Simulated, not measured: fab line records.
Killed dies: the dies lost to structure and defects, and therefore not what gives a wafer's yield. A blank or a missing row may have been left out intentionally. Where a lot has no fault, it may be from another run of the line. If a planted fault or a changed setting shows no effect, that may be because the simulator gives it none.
Matching of chambers / flow sky130 / 4 sister chambers for SKY_LI_CONTACT_CMP_02 on cmp-02
The step polishes PSG. 7 wafers are shown with their chamber, then 7 later ones without.

== WAFERS WITH THEIR CHAMBER ==
wafer=L345.5; chamber=2; motor current A (A)=10.1; time to endpoint s (s)=31.4
wafer=L348.1; chamber=3; motor current A (A)=14.0; time to endpoint s (s)=34.1
wafer=L352.1; chamber=0; motor current A (A)=11.8; time to endpoint s (s)=30.2
wafer=L352.3; chamber=3; motor current A (A)=13.4; time to endpoint s (s)=32.2
wafer=L352.6; chamber=1; motor current A (A)=10.8; time to endpoint s (s)=32.2
wafer=L359.1; chamber=0; motor current A (A)=11.4; time to endpoint s (s)=30.6
wafer=L359.5; chamber=1; motor current A (A)=10.6; time to endpoint s (s)=32.1

== WAFERS MISSING THEIR CHAMBER ==
wafer=L359.6; motor current A (A)=11.3; time to endpoint s (s)=34.1
wafer=L362.1; motor current A (A)=11.9; time to endpoint s (s)=29.2
wafer=L362.3; motor current A (A)=10.1; time to endpoint s (s)=28.8
wafer=L362.6; motor current A (A)=10.8; time to endpoint s (s)=29.8
wafer=L363.1; motor current A (A)=10.0; time to endpoint s (s)=27.9
wafer=L363.2; motor current A (A)=11.2; time to endpoint s (s)=32.6
wafer=L363.3; motor current A (A)=14.6; time to endpoint s (s)=31.6

== THE CHAMBER EACH PASSED THROUGH ==
wafer=L359.6; from the rows above=can't be placed: 1 or 0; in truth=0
wafer=L362.1; from the rows above=0; in truth=0
wafer=L362.3; from the rows above=can't be placed: 2 or 1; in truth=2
wafer=L362.6; from the rows above=can't be placed: 0 or 1 or 2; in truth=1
wafer=L363.1; from the rows above=can't be placed: 2 or 1 or 0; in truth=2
wafer=L363.2; from the rows above=can't be placed: 1 or 0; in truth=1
wafer=L363.3; from the rows above=3; in truth=3
2 of 7 placed correctly. Cannot be placed on the basis of these rows: 5; the candidates contain the true chamber in 5. Wrongly placed: 0.
How it was worked out, from the rows above alone: a wafer's distance from a chamber is the root of the sum, over the readings, of the square of ((its reading less the chamber's mean) divided by the reading's scatter). The wafer belongs to the nearest chamber; if the next one is less than 2 further off, it can't be placed. A chamber's mean is the mean of its shown wafers. The scatter: the root of (the sum of the squares of (reading less its chamber's mean) over the shown wafers, divided by (wafers less chambers)).
